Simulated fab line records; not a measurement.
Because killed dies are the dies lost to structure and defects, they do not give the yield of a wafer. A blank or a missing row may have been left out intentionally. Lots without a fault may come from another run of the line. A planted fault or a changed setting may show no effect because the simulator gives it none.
Comparing a struck lot with a sound one -- flow sky130 -- 19 steps out of a route of 708
Sound: these wafers, L227.2, L227.4, L227.5. Struck: wafer L220.4. (L220.6 of the same lot was not struck and is left out.) The cause comes at the end.
Order at every step that has rows: each side's tool, ch and its chambers, its first start. Under that, the readings that differ: sound wafers -- struck wafers -- difference of the means -- sigmas: that difference in standard deviations of wafers without a fault.
alike: readings whose means differ by less than 2 such deviations, and words and numbers that are the same on both sides. not compared: withheld readings, readings that some wafer has no value for, bounds like >300 that may hide the same value, and numbers for which the record gives no deviation and whose values overlap.
Wherever a step has rows on one side only, a row that says differs or no value, or a row with sigmas, the two part there. When numbers do not overlap yet have no deviation, they are printed without sigmas and do not part them. A reading that every wafer of one side lacks parts them only if that side has two wafers or more.

first, 4 steps without rows for these wafers: SKY_LDD_N_IMPLANT_12; SKY_LDD_N_IMPLANT_13; SKY_LDD_N_IMPLANT_14; SKY_LDD_N_IMPLANT_15.
SKY_LDD_N_STRIP_16: strips in O2/N2.
  sound on plasma_asher-03 ch 0,1, day 24 12:02; struck on plasma_asher-01 ch 1, day 21 23:56
reading,sound,struck,difference,sigmas
strip_time_to_endpoint_s (s),4.332 4.343 4.349,4.300,-0.041,-3
  alike: drypump_motor_current_A, oes_product_au
  not compared: rf_hours_counter_h
SKY_LDD_N_TW_MEAS_17:
  struck on film_metro-04, day 22 00:02; sound on film_metro-04, day 24 12:08
  alike: LDD_N_TW
then, 6 steps without rows for these wafers: SKY_LDD_P_DEHYDRATE_00 (time 60 s); SKY_LDD_P_HMDS_01 (prime time 60 s); SKY_LDD_P_COAT_02 (resist thk 1140 nm); SKY_LDD_P_SOFTBAKE_03 (time 60 s); SKY_LDD_P_EXPOSE_04 (exposes mask PSDM, target cd 380 nm); SKY_LDD_P_PEB_05.
SKY_LDD_P_DEVELOP_06: develop time 60 s.
  sound on litho_track-02 ch 0, day 25 17:41; struck on litho_track-01 ch 0, day 23 06:10
reading,sound,struck,difference,sigmas
exhaust_pa (Pa),44.2 44.2 43.3,46.0,+2.1,+2
SKY_LDD_P_CD_MEAS_07: the cd target is 380 nm.
  struck on cd_sem-01, day 23 06:18; sound on cd_sem-01, day 25 17:50
  not compared: cd_nm
SKY_LDD_P_OVL_MEAS_08:
  struck on overlay-01, day 23 06:23; sound on overlay-01, day 25 17:56
  not compared: LDD_P_OVL
then, 1 step without rows for these wafers: SKY_LDD_P_IMPLANT_09.
SKY_LDD_P_STRIP_10: strips in O2/N2.
  sound on plasma_asher-02 ch 0,1, day 25 18:07; struck on plasma_asher-01 ch 1, day 23 06:35
  alike: drypump_motor_current_A, oes_product_au, strip_time_to_endpoint_s
  not compared: rf_hours_counter_h
SKY_LDD_P_TW_MEAS_11:
  struck on film_metro-02, day 23 06:41; sound on film_metro-03, day 25 18:14
reading,sound,struck,difference,sigmas
LDD_P_TW,627 627 626,30,-597,-99 or more
then, 1 step without rows for these wafers: SKY_LDD_HVN_DEHYDRATE_00 (time 60 s).

## WHERE THEY PART
Last at SKY_LDD_P_TW_MEAS_11 as far as this record goes, first at SKY_LDD_N_STRIP_16.

WHY: what the simulator had put in
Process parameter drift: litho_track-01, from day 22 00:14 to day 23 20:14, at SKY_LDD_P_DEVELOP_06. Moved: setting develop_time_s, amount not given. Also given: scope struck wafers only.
